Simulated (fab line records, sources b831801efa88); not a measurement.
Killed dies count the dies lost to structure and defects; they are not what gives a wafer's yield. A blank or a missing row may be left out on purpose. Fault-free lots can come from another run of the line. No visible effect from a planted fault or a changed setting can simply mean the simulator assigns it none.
What tool caused it? -- flow gf180mcu -- 13 lots, 39 wafers sampled, at 4 steps of a route of 602

WHAT EACH GAUGE READ, for each wafer
GF_POLY_GATE_CD_MEAS_10: the cd target is 280 nm. Usual: 280.0 nm for cd nm, sd 1.4.
lot,measured,on,cd nm (nm),flag
L652,day 9 15:00,cd sem-01,279.5 279.9 280.1,
L653,day 10 05:00,cd sem-01,277.0 277.5 277.9,
L654,day 10 12:45,cd sem-01,281.8 281.7 282.2,
L655,day 10 13:08,cd sem-01,280.6 280.2 281.1,
L656,day 10 19:37,cd sem-02,279.9 280.4 279.0,
L659,day 11 22:06,cd sem-02,279.9 280.2 280.8,
L660,day 12 04:51,cd sem-01,282.1 281.9 282.0,
L666,day 13 18:52,cd sem-01,322.6 322.2 322.3,OFF
L670,day 15 01:28,cd sem-02,281.7 281.9 283.2,
L671,day 15 11:20,cd sem-02,280.2 281.6 279.9,
L672,day 15 17:47,cd sem-02,279.4 279.7 278.4,
L673,day 16 05:39,cd sem-01,279.8 279.8 280.1,
L674,day 16 14:46,cd sem-01,280.5 280.9 280.1,

GF_HV_LDD_TW_MEAS_11. Usual: HV_LDD_TW gives 2409 (standard deviation 21).
lot,measured,on,HV_LDD_TW,flag
L652,day 10 13:16,film metro-03,2406 2402 2399,
L653,day 11 01:22,film metro-03,2399 2394 2375,
L654,day 11 09:31,film metro-03,2393 2386 2405,
L655,day 11 11:23,film metro-03,2392 2385 2384,
L656,day 11 16:44,film metro-03,2377 2388 2386,
L659,day 12 19:44,film metro-04,2403 2419 2420,
L660,day 13 02:34,film metro-03,2399 2407 2395,
L666,day 14 19:33,film metro-04,2419 2418 2412,
L670,day 16 01:19,film metro-03,2383 2393 2399,
L671,day 16 11:50,film metro-03,2394 2400 2373,
L672,day 16 19:26,film metro-03,2388 2396 2390,
L673,day 17 07:32,film metro-02,2458 2460 2454,
L674,day 17 17:24,film metro-02,2450 2453 2437,

GF_HV_LDD_OVL_MEAS_20. Usual: HV_LDD_01_OVL gives 0.3 nm (standard deviation 1.3).
lot,measured,on,HV_LDD_01_OVL (nm),flag
L652,day 11 07:49,overlay-01,-1.4 -2.0 -0.6,
L653,day 11 20:34,overlay-02,1.7 1.0 2.0,
L654,day 12 04:37,overlay-01,-0.4 -1.6 0.4,
L655,day 12 06:11,overlay-02,1.0 0.6 2.4,
L656,day 12 11:35,overlay-01,1.0 -0.3 0.4,
L659,day 13 16:28,overlay-02,-0.1 1.3 1.9,
L660,day 13 23:17,overlay-01,2.5 2.0 0.7,
L666,day 15 16:56,overlay-01,0.5 1.1 2.2,
L670,day 16 23:49,overlay-01,-2.4 -2.5 -1.8,
L671,day 17 10:34,overlay-02,1.7 1.6 0.8,
L672,day 17 19:11,overlay-02,-1.4 0.0 -0.5,
L673,day 18 07:04,overlay-02,1.1 1.7 0.8,
L674,day 18 17:11,overlay-02,1.0 2.5 1.9,

WHICH TOOL RAN EACH LOT (tool, then ch and the chambers of the sampled wafers, then the start)
lot,GF_POLY_GATE_EXPOSE_07
L652,"krf scanner-01 ch 0, day 9 06:28"
L653,"krf scanner-02 ch 0, day 9 19:38"
L654,"krf scanner-02 ch 0, day 10 03:57"
L655,"krf scanner-01 ch 0, day 10 04:14"
L656,"krf scanner-02 ch 0, day 10 09:56"
L659,"krf scanner-01 ch 0, day 11 12:28"
L660,"krf scanner-02 ch 0, day 11 19:01"
L666,"krf scanner-01 ch 0, day 13 08:41"
L670,"krf scanner-01 ch 0, day 14 15:02"
L671,"krf scanner-01 ch 0, day 15 00:15"
L672,"krf scanner-01 ch 0, day 15 06:47"
L673,"krf scanner-02 ch 0, day 15 18:37"
L674,"krf scanner-01 ch 0, day 16 03:12"
- GF_POLY_GATE_EXPOSE_07: exposes mask Poly2, target cd 280 nm.

WHAT THE TOOLS THEMSELVES READ (means of the sampled wafers that have a number; where no wafer has one, the mark that the record gives instead)
GF_POLY_GATE_EXPOSE_07. Usual: focus offset nm -0.1 nm, standard deviation 0.52; reticle temp C 23.01 C, standard deviation 0.11.
lot,tool,focus offset nm (nm),reticle temp C (C),flag
L652,krf scanner-01,-0.3,22.91,
L653,krf scanner-02,-0.1,23.10,
L654,krf scanner-02,0.1,22.97,
L655,krf scanner-01,0.6,22.93,
L656,krf scanner-02,-0.4,22.97,
L659,krf scanner-01,-0.2,23.10,
L660,krf scanner-02,0.3,23.00,
L666,krf scanner-01,-0.7,23.06,
L670,krf scanner-01,0.2,23.11,
L671,krf scanner-01,-0.1,22.95,
L672,krf scanner-01,0.1,23.06,
L673,krf scanner-02,-0.1,22.96,
L674,krf scanner-01,1.1,23.08,

THE ANSWER, worked out from the rows above alone
Rule: lot off if the mean of its wafers having a number is beyond 3 standard deviations from the usual mean. Also off: a lot with no number at a reading for which 4 or more lots have one. The other lots that the step has rows for count as sound. After the gauges, taken in route order, come the tools' own readings; for these a lot's mean is taken, as printed above. At the first step where some lot is off, the reading lying furthest off is the one used; lots without a number count as furthest.
Off: L666, at GF_POLY_GATE_CD_MEAS_10 (cd nm).
If a tool, at a process step before that reading, ran all the lots that are off and no sound lot after the first of them, it fits. Gauges at GF_POLY_GATE_CD_MEAS_10: tried the same way as those tools. Not one of the candidates tried fits.

WHAT HAD BEEN PUT IN BY THE SIMULATOR
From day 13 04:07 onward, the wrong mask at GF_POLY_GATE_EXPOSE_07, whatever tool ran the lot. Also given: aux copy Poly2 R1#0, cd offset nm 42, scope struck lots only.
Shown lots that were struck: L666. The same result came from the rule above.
